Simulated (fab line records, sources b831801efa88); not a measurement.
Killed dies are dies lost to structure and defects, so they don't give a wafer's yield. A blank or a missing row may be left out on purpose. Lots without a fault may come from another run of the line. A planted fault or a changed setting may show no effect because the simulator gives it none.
fab line records | flow sky130
record lots=24 wafers=72 last_day=50
route steps=708 shown METAL3@563 VIA3@589 METAL4@630 METAL5@665
lots that met no fault: from a run of the same line without faults
start_h: hours from the record's first day to the start of the lot's first wafer shown | wait_h: hours since the lot's step before | " the same as in the row above | L1.1+2: a row that stands for several wafers | - no value, or no start given | * or withheld: withheld | < > ~ a bound
route shown NAME@n: a module of which the file shows steps, and the number in the route of the first | usual: mean/standard deviation of fault-free wafers | same: alike in all rows | chamber/n: place in a boat | sites: the reading at each site | _std_site: their standard deviation | _edge_site: outer sites' mean less inner sites' | radius_mm: how far each site lies from the wafer's centre | mask NAME#n: copy n | behind: the tool/chamber that last shaped the wafer | hold: why the lot was held/for how many hours/how that ended | device: the transistor (n, p or np) that didn't switch | end of line: the same wafers' tests at the end of the route | a step without rows: its recipe alone | killed: dies lost to structure and defects at the first sort, not the wafer's yield | map: a wafer's dies, x killed, . not, _ none there
set.NAME: the setting as run; set.NAME@STEP: as run at that earlier step | model.NAME: the simulator's own value behind a step, which no gauge read
steps of the route over a sample of lots; a table a step, a row a wafer
services: from which hour (start_h, from the record's first day; less than 0 if before it) a tool's chamber was out of use, for how many hours, and why
## steps
# step SKY_METAL3_CD_MEAS_13
# recipe target_cd_nm=300
# usual cd_nm=299.8/1.5
# columns lot.wafer tool chamber start_h wait_h cd_nm
L074.1 cd_sem-01 - 907.54 - 300.6
L074.5 " - " " 299.0
L074.6 " - " " 299.8
L075.2 cd_sem-02 - 907.91 - 301.3
L075.3 " - " " 302.2
L075.5 " - " " 301.0
L076.1 cd_sem-01 - 912.44 - 298.1
L076.5 " - " " 297.7
L076.6 " - " " 298.4
L077.1 cd_sem-02 - 919.84 - 298.6
L077.2 " - " " 299.8
L077.5 " - " " 299.3
L078.1 cd_sem-01 - 926.73 - 300.3
L078.5 " - " " 300.3
L078.6 " - " " 300.7
L079.2 cd_sem-01 - 935.86 - 296.9
L079.3 " - " " 296.4
L079.6 " - " " 297.3
L080.1 cd_sem-01 - 941.84 - 299.4
L080.5 " - " " 298.3
L080.6 " - " " 298.3
L081.2 cd_sem-01 - 957.21 - 300.3
L081.3 " - " " 300.2
L081.6 " - " " 300.0
L082.1 cd_sem-02 - 963.14 - 299.2
L082.5 " - " " 300.1
L082.6 " - " " 300.3
L084.4 cd_sem-02 - 976.14 - 301.3
L084.5 " - " " 300.9
L084.6 " - " " 301.4
L083.1 cd_sem-01 - 976.59 - 300.5
L083.2 " - " " 299.5
L083.4 " - " " 300.1
L086.1 cd_sem-01 - 1001.14 - 299.8
L086.2 " - " " 301.0
L086.6 " - " " 301.0
L085.1 cd_sem-02 - 1003.79 - 298.8
L085.3 " - " " 300.1
L085.6 " - " " 300.0
L088.2 cd_sem-01 - 1018.66 - 300.6
L088.5 " - " " 300.2
L088.6 " - " " 301.1
L087.3 cd_sem-02 - 1019.78 - 298.7
L087.5 " - " " 301.0
L087.6 " - " " 300.1
L089.1 cd_sem-02 - 1021.69 - 301.0
L089.3 " - " " 300.6
L089.5 " - " " 300.2
L090.1 cd_sem-02 - 1028.09 - 297.4
L090.2 " - " " 297.7
L090.4 " - " " 296.9
L091.1 cd_sem-02 - 1032.04 - 298.6
L091.3 " - " " 298.7
L091.6 " - " " 299.8
L092.1 cd_sem-01 - 1033.59 - 298.8
L092.2 " - " " 297.8
L092.6 " - " " 297.1
L093.1 cd_sem-01 - 1040.24 - 300.6
L093.2 " - " " 300.4
L093.3 " - " " 302.4
L094.4 cd_sem-02 - 1041.25 - 300.8
L094.5 " - " " 300.5
L094.6 " - " " 299.6
L095.2 cd_sem-02 - 1043.91 - 302.3
L095.4 " - " " 302.1
L095.6 " - " " 301.7
L096.1 cd_sem-01 - 1056.05 - 302.0
L096.4 " - " " 301.2
L096.6 " - " " 302.4
L097.3 cd_sem-02 - 1060.48 - 298.9
L097.5 " - " " 298.6
L097.6 " - " " 299.9
# step SKY_VIA3_STRIP_16
# recipe chemistry=O2/N2 power_w=1400 pressure_mtorr=1500 platen_temp_c=withheld o2_flow_sccm=3000 n2_flow_sccm=300 overash_fraction=0.5
# usual drypump_motor_current_A=5.5/0.34 oes_product_au=0.402/0.0048 strip_time_to_endpoint_s=4.12/0.032
# columns lot.wafer tool chamber start_h wait_h drypump_motor_current_A oes_product_au rf_hours_counter_h strip_time_to_endpoint_s
L074.1 plasma_asher-02 0 935.10 0.0 5.6 0.402 20 4.09
L074.5 " 1 " " 5.5 0.405 - 4.14
L074.6 " 0 " " 5.6 0.401 - 4.14
L075.2 plasma_asher-03 1 935.50 0.0 5.9 0.402 51 4.11
L075.3 " 1 " " 5.9 0.402 - 4.17
L075.5 " 1 " " 6.0 0.407 - 4.13
L076.1 plasma_asher-02 0 939.14 0.0 5.7 0.391 20 4.12
L076.5 " 0 " " 5.6 0.398 - 4.08
L076.6 " 1 " " 5.5 0.393 - 4.13
L077.1 plasma_asher-04 1 947.10 0.0 5.0 0.396 116 4.09
L077.2 " 0 " " 5.3 0.413 116 4.13
L077.5 " 1 " " 5.0 0.406 - 4.12
L078.1 plasma_asher-04 0 953.15 0.0 5.3 0.410 117 4.11
L078.5 " 0 " " 5.3 0.410 - 4.19
L078.6 " 1 " " 5.0 0.400 - 4.11
L079.2 plasma_asher-04 0 962.85 0.0 5.3 0.399 118 4.11
L079.3 " 0 " " 5.3 0.403 - 4.11
L079.6 " 1 " " 5.0 0.405 - 4.14
L080.1 plasma_asher-04 1 968.10 0.0 5.0 0.395 118 4.06
L080.5 " 0 " " 5.3 0.402 - 4.05
L080.6 " 1 " " 5.0 0.413 - 4.15
L081.2 plasma_asher-02 1 983.24 0.0 5.5 0.411 24 4.12
L081.3 " 0 " " 5.6 0.398 - 4.14
L081.6 " 1 " " 5.5 0.404 - 4.12
L082.1 plasma_asher-04 1 989.05 0.0 5.0 0.407 120 4.11
L082.5 " 0 " " 5.3 0.406 - 4.08
L082.6 " 1 " " 5.0 0.407 - 4.19
L084.4 plasma_asher-02 1 1001.34 0.1 5.5 0.400 - 4.15
L084.5 " 0 " " 5.6 0.402 - 4.12
L084.6 " 1 " " 5.5 0.404 - 4.09
L083.1 plasma_asher-03 0 1001.75 0.0 6.0 0.401 58 4.10
L083.2 " 1 " " 5.9 0.406 58 4.13
L083.4 " 1 " " 5.9 0.405 - 4.17
L086.1 plasma_asher-03 1 1025.90 0.0 5.9 0.405 59 4.10
L086.2 " 0 " " 6.0 0.406 59 4.08
L086.6 " 0 " " 6.0 0.396 - 4.14
L085.1 plasma_asher-03 0 1029.20 0.0 6.0 0.409 59 4.16
L085.3 " 1 " " 5.9 0.394 - 4.13
L085.6 " 0 " " 6.0 0.398 - 4.12
L088.2 plasma_asher-04 0 1042.80 0.0 5.3 0.402 126 4.15
L088.5 " 0 " " 5.3 0.404 - 4.14
L088.6 " 1 " " 5.0 0.399 - 4.16
L087.3 plasma_asher-04 1 1044.14 0.1 5.0 0.408 - 4.12
L087.5 " 0 " " 5.3 0.396 - 4.09
L087.6 " 1 " " 5.0 0.395 - 4.11
L089.1 plasma_asher-04 0 1046.55 0.0 5.3 0.402 127 4.19
L089.3 " 0 " " 5.3 0.402 - 4.09
L089.5 " 0 " " 5.3 0.399 - 4.11
L090.1 plasma_asher-02 1 1052.55 0.0 5.5 0.408 31 4.18
L090.2 " 0 " " 5.6 0.404 31 4.12
L090.4 " 1 " " 5.5 0.410 - 4.12
L091.1 plasma_asher-03 0 1056.55 0.0 6.0 0.395 62 4.09
L091.3 " 1 " " 5.9 0.401 - 4.11
L091.6 " 1 " " 5.9 0.399 - 4.10
L092.1 plasma_asher-02 1 1057.40 0.0 5.5 0.406 32 4.10
L092.2 " 0 " " 5.6 0.400 32 4.09
L092.6 " 1 " " 5.5 0.405 - 4.08
L093.1 plasma_asher-03 1 1064.14 0.0 5.9 0.407 63 4.16
L093.2 " 0 " " 6.0 0.399 63 4.15
L093.3 " 0 " " 6.0 0.394 - 4.10
L094.4 plasma_asher-02 1 1065.17 0.1 5.5 0.395 - 4.10
L094.5 " 0 " " 5.6 0.401 - 4.08
L094.6 " 1 " " 5.5 0.394 - 4.11
L095.2 plasma_asher-03 0 1067.74 0.0 5.9 0.395 64 4.15
L095.4 " 0 " " 5.9 0.391 - 4.10
L095.6 " 1 " " 5.9 0.400 - 4.13
L096.1 plasma_asher-02 0 1079.85 0.0 5.6 0.402 35 4.14
L096.4 " 1 " " 5.5 0.395 - 4.10
L096.6 " 1 " " 5.5 0.405 - 4.12
L097.3 plasma_asher-04 1 1089.99 0.1 5.0 0.404 - 4.14
L097.5 " 1 " " 5.0 0.403 - 4.11
L097.6 " 0 " " 5.3 0.406 - 4.17
# step SKY_METAL4_OVL_MEAS_14
# usual METAL4_OVL=-3/4.7
# columns lot.wafer tool chamber start_h wait_h METAL4_OVL[nm]
L074.1 overlay-01 - 986.11 0.1 -13
L074.5 " - " " -14
L074.6 " - " " -11
L075.2 overlay-01 - 986.72 0.1 -7
L075.3 " - " " -9
L075.5 " - " " -13
L076.1 overlay-02 - 990.01 0.1 -4
L076.5 " - " " -7
L076.6 " - " " 2
L077.1 overlay-01 - 996.71 0.1 7
L077.2 " - " " 4
L077.5 " - " " 2
L078.1 overlay-01 - 1003.51 0.1 -8
L078.5 " - " " -10
L078.6 " - " " -9
L079.2 overlay-02 - 1012.12 0.1 -4
L079.3 " - " " 0
L079.6 " - " " -3
L080.1 overlay-01 - 1017.46 0.1 -4
L080.5 " - " " -5
L080.6 " - " " -3
L081.2 overlay-02 - 1031.02 0.1 -10
L081.3 " - " " -5
L081.6 " - " " -10
L082.1 overlay-02 - 1037.92 0.1 -4
L082.5 " - " " -4
L082.6 " - " " -5
L084.4 overlay-02 - 1049.18 0.1 -2
L084.5 " - " " 0
L084.6 " - " " 4
L083.1 overlay-01 - 1049.91 0.1 -1
L083.2 " - " " -8
L083.4 " - " " -7
L086.1 overlay-01 - 1072.01 0.1 -3
L086.2 " - " " 3
L086.6 " - " " 4
L085.1 overlay-02 - 1075.76 0.1 -1
L085.3 " - " " -1
L085.6 " - " " 5
L088.2 overlay-02 - 1087.17 0.1 0
L088.5 " - " " -2
L088.6 " - " " 5
L087.3 overlay-02 - 1089.48 0.1 3
L087.5 " - " " 5
L087.6 " - " " 2
L089.1 overlay-02 - 1092.41 0.1 -5
L089.3 " - " " -1
L089.5 " - " " -4
L090.1 overlay-01 - 1096.62 0.1 4
L090.2 " - " " 4
L090.4 " - " " 6
L091.1 overlay-01 - 1100.82 0.1 3
L091.3 " - " " 1
L091.6 " - " " -1
L092.1 overlay-01 - 1102.27 0.1 -3
L092.2 " - " " -7
L092.6 " - " " -5
L093.1 overlay-01 - 1108.36 0.1 -3
L093.2 " - " " -10
L093.3 " - " " -4
L094.4 overlay-01 - 1108.83 0.1 1
L094.5 " - " " -3
L094.6 " - " " 1
L095.2 overlay-02 - 1110.87 0.1 -1
L095.4 " - " " -9
L095.6 " - " " -6
L096.1 overlay-02 - 1122.47 0.1 -1
L096.4 " - " " -3
L096.6 " - " " -8
L097.3 overlay-01 - 1131.48 0.1 -4
L097.5 " - " " 2
L097.6 " - " " -8
# step SKY_METAL4_ETCH_17
# recipe target=SiO2 stop_on=TiN chemistry=C4F8/O2/Ar source_w=1500 bias_w=1200 pressure_mtorr=40 c4f8_flow_sccm=withheld O2_flow_sccm=6 Ar_flow_sccm=300 time_s=4.033 target_depth_a=150
# usual oes_product_au=0.740/0.0066
# columns lot.wafer tool chamber start_h wait_h oes_product_au rf_hours_counter_h
L074.1 rie_diel-01 3 986.28 0.1 0.737 10
L074.5 " 3 " " 0.733 -
L074.6 " 2 " " 0.733 -
L075.2 rie_diel-04 0 986.88 0.1 0.745 11
L075.3 " 3 " " 0.734 6
L075.5 " 0 " " 0.732 -
L076.1 rie_diel-02 0 990.31 0.2 0.740 16
L076.5 " 2 " " 0.738 -
L076.6 " 1 " " 0.749 -
L077.1 rie_diel-02 0 996.88 0.1 0.735 16
L077.2 " 1 " " 0.731 8
L077.5 " 2 " " 0.743 -
L078.1 rie_diel-02 2 1003.68 0.1 0.734 11
L078.5 " 0 " " 0.738 -
L078.6 " 3 " " 0.740 -
L079.2 rie_diel-02 1 1012.28 0.1 0.732 8
L079.3 " 2 " " 0.730 11
L079.6 " 0 " " 0.733 -
L080.1 rie_diel-01 1 1017.63 0.1 0.735 6
L080.5 " 2 " " 0.733 -
L080.6 " 3 " " 0.737 -
L081.2 rie_diel-01 1 1031.31 0.1 0.734 7
L081.3 " 3 " " 0.739 12
L081.6 " 3 " " 0.743 -
L082.1 rie_diel-01 2 1038.08 0.1 0.741 19
L082.5 " 1 " " 0.739 -
L082.6 " 0 " " 0.755 -
L084.4 rie_diel-01 0 1049.33 0.0 0.740 5
L084.5 " 3 " " 0.743 -
L084.6 " 2 " " 0.738 -
L083.1 rie_diel-04 0 1050.08 0.1 0.740 13
L083.2 " 2 " " 0.736 23
L083.4 " 1 " " 0.738 9
L086.1 rie_diel-02 0 1072.18 0.1 0.739 19
L086.2 " 3 " " 0.736 12
L086.6 " 3 " " 0.746 -
L085.1 rie_diel-04 1 1075.93 0.1 0.736 10
L085.3 " 3 " " 0.743 9
L085.6 " 0 " " 0.743 -
L088.2 rie_diel-01 0 1087.33 0.1 0.736 6
L088.5 " 0 " " 0.741 -
L088.6 " 1 " " 0.741 -
L087.3 rie_diel-01 1 1089.63 0.0 0.733 9
L087.5 " 3 " " 0.739 -
L087.6 " 1 " " 0.744 -
L089.1 rie_diel-04 3 1092.58 0.1 0.724 9
L089.3 " 0 " " 0.744 14
L089.5 " 0 " " 0.734 -
L090.1 rie_diel-02 1 1097.00 0.2 0.734 11
L090.2 " 3 " " 0.740 12
L090.4 " 0 " " 0.734 20
L091.1 rie_diel-04 0 1101.11 0.2 0.733 15
L091.3 " 3 " " 0.737 9
L091.6 " 0 " " 0.741 -
L092.1 rie_diel-04 3 1102.43 0.1 0.743 9
L092.2 " 2 " " 0.741 25
L092.6 " 3 " " 0.745 -
L093.1 rie_diel-02 0 1108.53 0.1 0.736 20
L093.2 " 2 " " 0.740 15
L093.3 " 3 " " 0.725 13
L094.4 rie_diel-01 0 1108.99 0.0 0.743 -
L094.5 " 1 " " 0.749 -
L094.6 " 3 " " 0.745 -
L095.2 rie_diel-02 3 1111.03 0.1 0.745 13
L095.4 " 2 " " 0.743 15
L095.6 " 3 " " 0.738 -
L096.1 rie_diel-04 0 1122.63 0.1 0.735 15
L096.4 " 1 " " 0.747 12
L096.6 " 2 " " 0.748 -
L097.3 rie_diel-02 0 1131.64 0.0 0.734 21
L097.5 " 0 " " 0.742 -
L097.6 " 1 " " 0.747 -
# step SKY_METAL5_SPUTTER_04
# recipe material=TiN target_thk_nm=70 power_w=6500 time_s=58.3 chamber_pressure_pa=0.4
# usual throttle_valve_pct=29.3/1.1
# columns lot.wafer tool chamber start_h wait_h throttle_valve_pct
L074.1 pvd_sputter-02 - 1011.73 0.0 29.1
L074.5 " - " " 29.4
L074.6 " - " " 32.1
L075.2 pvd_sputter-01 - 1012.75 0.0 29.3
L075.3 " - " " 29.6
L075.5 " - " " 29.2
L076.1 pvd_sputter-04 - 1016.36 0.0 27.7
L076.5 " - " " 28.7
L076.6 " - " " 27.6
L077.1 pvd_sputter-01 - 1023.93 0.0 29.5
L077.2 " - " " 28.9
L077.5 " - " " 28.4
L078.1 pvd_sputter-02 - 1030.48 0.0 29.2
L078.5 " - " " 29.2
L078.6 " - " " 29.3
L079.2 pvd_sputter-04 - 1038.59 0.0 27.6
L079.3 " - " " 29.7
L079.6 " - " " 27.5
L080.1 pvd_sputter-02 - 1043.34 0.0 29.3
L080.5 " - " " 32.1
L080.6 " - " " 29.4
L081.2 pvd_sputter-01 - 1056.94 0.0 29.9
L081.3 " - " " 29.3
L081.6 " - " " 29.3
L082.1 pvd_sputter-01 - 1063.29 0.0 28.6
L082.5 " - " " 29.4
L082.6 " - " " 29.9
L084.4 pvd_sputter-02 - 1072.96 0.0 29.2
L084.5 " - " " 32.1
L084.6 " - " " 28.7
L083.1 pvd_sputter-04 - 1073.74 0.0 27.7
L083.2 " - " " 28.7
L083.4 " - " " 29.7
L086.1 pvd_sputter-02 - 1095.56 0.0 29.1
L086.2 " - " " 32.0
L086.6 " - " " 29.3
L085.1 pvd_sputter-02 - 1098.79 0.0 29.2
L085.3 " - " " 29.3
L085.6 " - " " 29.2
L088.2 pvd_sputter-01 - 1110.85 0.0 28.3
L088.5 " - " " 28.1
L088.6 " - " " 29.9
L087.3 pvd_sputter-01 - 1112.31 0.0 28.1
L087.5 " - " " 29.6
L087.6 " - " " 28.0
L089.1 pvd_sputter-02 - 1116.05 0.0 32.2
L089.3 " - " " 29.2
L089.5 " - " " 28.8
L090.1 pvd_sputter-01 - 1119.00 0.0 29.4
L090.2 " - " " 28.6
L090.4 " - " " 29.7
L091.1 pvd_sputter-01 - 1123.44 0.0 28.5
L091.3 " - " " 29.4
L091.6 " - " " 28.4
L092.1 pvd_sputter-01 - 1124.90 0.0 29.6
L092.2 " - " " 29.5
L092.6 " - " " 29.5
L093.1 pvd_sputter-02 - 1130.86 0.0 29.0
L093.2 " - " " 31.9
L093.3 " - " " 29.2
L094.4 pvd_sputter-04 - 1130.91 0.0 28.9
L094.5 " - " " 28.7
L094.6 " - " " 29.6
L095.2 pvd_sputter-01 - 1133.75 0.0 28.4
L095.4 " - " " 29.5
L095.6 " - " " 28.0
L096.1 pvd_sputter-04 - 1143.75 0.0 30.8
L096.4 " - " " 28.9
L096.6 " - " " 27.7
L097.3 pvd_sputter-04 - 1153.50 0.0 29.7
L097.5 " - " " 27.7
L097.6 " - " " 31.1
# step SKY_METAL5_STRIP_16
# recipe chemistry=O2/N2 power_w=1400 pressure_mtorr=1500 platen_temp_c=withheld o2_flow_sccm=3000 n2_flow_sccm=300 overash_fraction=0.5
# usual drypump_motor_current_A=5.6/0.33 oes_product_au=0.711/0.0047 strip_time_to_endpoint_s=13.08/0.099
# columns lot.wafer tool chamber start_h wait_h drypump_motor_current_A oes_product_au rf_hours_counter_h strip_time_to_endpoint_s
L074.1 plasma_asher-03 1 1034.72 0.2 5.9 0.713 59 13.15
L074.5 " 0 " " 5.9 0.725 - 13.10
L074.6 " 1 " " 5.9 0.709 - 13.24
L075.2 plasma_asher-04 1 1036.36 0.2 5.0 0.707 126 13.17
L075.3 " 1 " " 5.0 0.714 - 13.15
L075.5 " 0 " " 5.3 0.714 - 13.14
L076.1 plasma_asher-04 1 1040.27 0.4 5.0 0.702 126 13.12
L076.5 " 0 " " 5.3 0.699 - 13.24
L076.6 " 1 " " 5.0 0.711 - 13.11
L077.1 plasma_asher-02 1 1047.43 0.4 5.5 0.713 31 13.17
L077.2 " 0 " " 5.6 0.713 31 13.14
L077.5 " 1 " " 5.5 0.712 - 13.24
L078.1 plasma_asher-02 1 1053.00 0.2 5.5 0.711 31 13.13
L078.5 " 1 " " 5.5 0.709 - 13.16
L078.6 " 0 " " 5.7 0.708 - 12.99
L079.2 plasma_asher-03 0 1060.51 0.2 6.0 0.713 62 13.03
L079.3 " 1 " " 5.9 0.708 - 13.00
L079.6 " 1 " " 5.9 0.703 - 13.07
L080.1 plasma_asher-03 0 1065.43 0.4 6.0 0.710 63 12.92
L080.5 " 1 " " 5.9 0.702 - 12.93
L080.6 " 0 " " 6.0 0.711 - 12.90
L081.2 plasma_asher-02 1 1078.12 0.2 5.5 0.714 34 12.82
L081.3 " 1 " " 5.5 0.709 - 12.92
L081.6 " 1 " " 5.5 0.712 - 12.78
L082.1 plasma_asher-02 0 1084.35 0.2 5.6 0.707 35 13.18
L082.5 " 0 " " 5.6 0.712 - 13.11
L082.6 " 1 " " 5.5 0.710 - 13.06
L084.4 plasma_asher-04 0 1093.34 0.1 5.3 0.718 - 12.88
L084.5 " 0 " " 5.4 0.714 - 12.98
L084.6 " 1 " " 5.0 0.715 - 12.93
L083.1 plasma_asher-03 0 1093.96 0.2 6.0 0.704 66 13.01
L083.2 " 1 " " 5.9 0.712 66 13.19
L083.4 " 0 " " 6.0 0.718 - 13.02
L086.1 plasma_asher-03 1 1115.91 0.2 5.9 0.712 68 13.13
L086.2 " 0 " " 6.0 0.707 68 13.05
L086.6 " 0 " " 6.0 0.712 - 13.04
L085.1 plasma_asher-03 0 1118.17 0.2 6.0 0.704 69 13.24
L085.3 " 0 " " 5.9 0.709 - 13.21
L085.6 " 0 " " 5.9 0.711 - 13.23
L088.2 plasma_asher-04 0 1130.87 0.2 5.3 0.711 5 13.12
L088.5 " 1 " " 5.0 0.704 - 13.14
L088.6 " 0 " " 5.3 0.716 - 13.11
L087.3 plasma_asher-03 1 1132.80 0.1 5.9 0.713 - 12.88
L087.5 " 0 " " 6.0 0.701 - 12.93
L087.6 " 1 " " 5.9 0.714 - 13.01
L089.1 plasma_asher-03 1 1135.66 0.2 5.9 0.711 70 13.14
L089.3 " 0 " " 6.0 0.709 - 13.17
L089.5 " 0 " " 6.0 0.710 - 13.01
L090.1 plasma_asher-02 1 1138.20 0.2 5.5 0.712 40 13.02
L090.2 " 0 " " 5.6 0.716 40 13.16
L090.4 " 0 " " 5.6 0.713 - 13.22
L091.1 plasma_asher-04 0 1142.35 0.2 5.3 0.716 6 13.03
L091.3 " 1 " " 5.0 0.708 - 13.10
L091.6 " 0 " " 5.3 0.721 - 13.10
L092.1 plasma_asher-03 0 1144.21 0.2 6.0 0.713 71 13.12
L092.2 " 1 " " 6.0 0.710 71 13.08
L092.6 " 1 " " 5.9 0.705 - 13.07
L093.1 plasma_asher-03 1 1149.92 0.2 5.9 0.710 72 13.07
L093.2 " 0 " " 6.0 0.699 72 13.07
L093.3 " 1 " " 5.9 0.708 - 13.12
L094.4 plasma_asher-04 1 1150.25 0.1 5.0 0.714 - 13.14
L094.5 " 0 " " 5.4 0.709 - 13.04
L094.6 " 1 " " 5.0 0.712 - 13.05
L095.2 plasma_asher-03 0 1152.95 0.2 6.0 0.713 72 13.03
L095.4 " 0 " " 6.0 0.713 - 13.08
L095.6 " 1 " " 5.9 0.708 - 13.08
L096.1 plasma_asher-02 0 1162.36 0.2 5.6 0.707 41 13.12
L096.4 " 0 " " 5.6 0.713 - 13.14
L096.6 " 1 " " 5.5 0.708 - 13.11
L097.3 plasma_asher-02 1 1171.20 0.1 5.5 0.721 - 13.11
L097.5 " 1 " " 5.5 0.708 - 13.04
L097.6 " 0 " " 5.6 0.717 - 13.10
## services
# columns tool chamber start_h hours kind
rie_diel-04 3 917.28 10.2 repair
rie_diel-01 2 929.96 5.9 repair
plasma_asher-02 - 936.02 2.4 repair
rie_diel-02 - 946.75 1.4 repair
pvd_sputter-01 - 952.13 3.7 repair
rie_diel-04 - 971.39 1.4 repair
plasma_asher-04 - 973.38 1.3 repair
pvd_sputter-02 - 980.88 2.7 repair
rie_diel-04 - 990.71 2.8 pm
plasma_asher-03 - 1003.84 14.6 pm
rie_diel-02 3 1005.68 6.7 repair
rie_diel-04 3 1022.23 9.0 repair
rie_diel-02 0 1025.36 1.2 repair
pvd_sputter-01 - 1047.97 1.6 repair
plasma_asher-04 - 1048.79 21.2 repair
rie_diel-02 1 1061.68 18.6 repair
rie_diel-04 3 1063.32 4.7 repair
plasma_asher-04 - 1070.01 9.0 pm
rie_diel-01 2 1084.36 28.0 repair
pvd_sputter-01 - 1094.88 6.8 repair
rie_diel-04 3 1103.33 7.2 repair
rie_diel-04 3 1114.89 3.1 repair
rie_diel-01 2 1128.70 2.8 repair
plasma_asher-02 - 1146.85 10.7 repair
## key
fault none
